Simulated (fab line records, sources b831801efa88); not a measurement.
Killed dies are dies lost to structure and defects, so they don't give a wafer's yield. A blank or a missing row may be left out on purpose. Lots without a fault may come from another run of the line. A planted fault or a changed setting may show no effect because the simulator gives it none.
A struck lot beside a sound one | flow sky130 | 17 steps out of a route of 708
Sound: wafers L832.2, L832.4, L832.5. Struck: wafer L844.6. (L844.4 of the same lot was not struck and is left out.) The cause comes at the end.
At each step with rows: each side's tool, then ch and its chambers, then its first start. Under that, the readings that differ: sound wafers | struck wafers | difference of the means | sigmas: that difference in standard deviations of wafers without a fault.
alike: readings whose means differ by less than 2 such deviations, and words and numbers that are the same on both sides. not compared: withheld readings, readings that some wafer has no value for, bounds like >300 that may hide the same value, and numbers for which the record gives no deviation and whose values overlap.
The two part at a step that has a row with sigmas, a row that says differs or no value, or rows on one side only. Numbers that don't overlap but have no deviation are shown without sigmas and don't part them. A reading that every wafer of one side lacks parts them only if that side has two wafers or more.

first, 3 steps without rows for these wafers: SKY_VIA3_EXPOSE_09 (exposes mask VIM3, target cd 200 nm); SKY_VIA3_PEB_10; SKY_VIA3_DEVELOP_11 (develop time 60 s).
SKY_VIA3_CD_MEAS_12: target cd 200 nm.
  sound on cd_sem-02, day 40 19:28; struck on cd_sem-01, day 44 16:14
  alike: cd_nm
SKY_VIA3_OVL_MEAS_13:
  sound on overlay-02, day 40 19:34; struck on overlay-01, day 44 16:19
  alike: VIA3_OVL
SKY_VIA3_ETCH_14: etches BARC in N2/H2, stops on SiO2, time 45.9 s, target depth 60 nm.
  sound on rie_diel-03 ch 0,1, day 40 19:36; struck on rie_diel-02 ch 2, day 44 16:21
  reading                | sound                | struck | difference | sigmas
  throttle_valve_pct (%) | 13.239 13.223 13.220 | 13.243 | +0.016     | +2
  alike: drypump_motor_current_A, oes_product_au
  not compared: rf_hours_counter_h
SKY_VIA3_ETCH_15: etches SiO2 in C4F8/O2/Ar, stops on TiN, target depth 507 nm, time 78 s.
  sound on rie_diel-03 ch 0,1, day 40 19:39; struck on rie_diel-02 ch 2, day 44 16:24
  alike: oes_product_au
SKY_VIA3_STRIP_16: strips in O2/N2.
  sound on plasma_asher-03 ch 0,1, day 40 19:43; struck on plasma_asher-04 ch 0, day 44 16:28
  reading               | sound             | struck | difference | sigmas
  oes_product_au (a.u.) | 0.405 0.400 0.407 | 0.388  | -0.016     | -3
  alike: drypump_motor_current_A, o2_flow_sccm, strip_time_to_endpoint_s
  not compared: rf_hours_counter_h
then, 3 steps without rows for these wafers: SKY_VIA3_STRIP_17 (strips in post etch residue remover, time 1200 s); SKY_VIA3_CLEAN_18 (cleans in IPA, time 180 s); SKY_VIA3_CLEAN_19 (cleans in O3/DIW).
SKY_VIA3_SPUTTER_20: material TiN, target thk 20 nm, time 80 s.
  sound on pvd_sputter-01, day 40 20:18; struck on pvd_sputter-01, day 44 17:04
  alike: throttle_valve_pct
SKY_VIA3_CVD_21: deposits W, target thk 390 nm, time 117.31 s.
  sound on cvd_w-01 ch 0,1, day 40 20:22; struck on cvd_w-02 ch 0, day 44 17:14
  reading                            | sound             | struck | difference | sigmas
  model.W_of_VIA3_CVD_21.thk_nm (nm) | 391.2 384.2 393.2 | 600.4  | +210.9     |
  alike: heater_power_w
SKY_VIA3_RS_MEAS_22: measures by four-point-probe.
  sound on film_metro-02, day 40 20:30; struck on film_metro-02, day 44 17:26
  reading            | sound             | struck | difference | sigmas
  VIA3_W_RS (ohm/sq) | 0.293 0.299 0.291 | 0.191  | -0.103     | -26
SKY_VIA3_THK_MEAS_23: measures by xrf.
  sound on film_metro-02, day 40 20:37; struck on film_metro-02, day 44 17:31
  not compared: VIA3_W_THK
SKY_VIA3_CMP_24: polishes, stops on SiO2, t overpolish 20 s, target thk 0 nm.
  sound on cmp-01 ch 1,2,3, day 40 21:02; struck on cmp-02 ch 2, day 44 17:33
  reading                | sound     | struck | difference | sigmas
  time_to_endpoint_s (s) | 102 95 94 | 140    | +43        | +12
  alike: motor_current_A
SKY_METAL4_SPUTTER_00: material Ti, target thk 15 nm, time 10 s.
  sound on pvd_sputter-02, day 40 21:20; struck on pvd_sputter-01, day 44 17:51
  alike: throttle_valve_pct

WHERE THEY PART
First at SKY_VIA3_ETCH_14; last, within this record, at SKY_VIA3_CMP_24. Later steps at which nothing parts them and some readings are alike: SKY_METAL4_SPUTTER_00.

WHY: what the simulator had put in
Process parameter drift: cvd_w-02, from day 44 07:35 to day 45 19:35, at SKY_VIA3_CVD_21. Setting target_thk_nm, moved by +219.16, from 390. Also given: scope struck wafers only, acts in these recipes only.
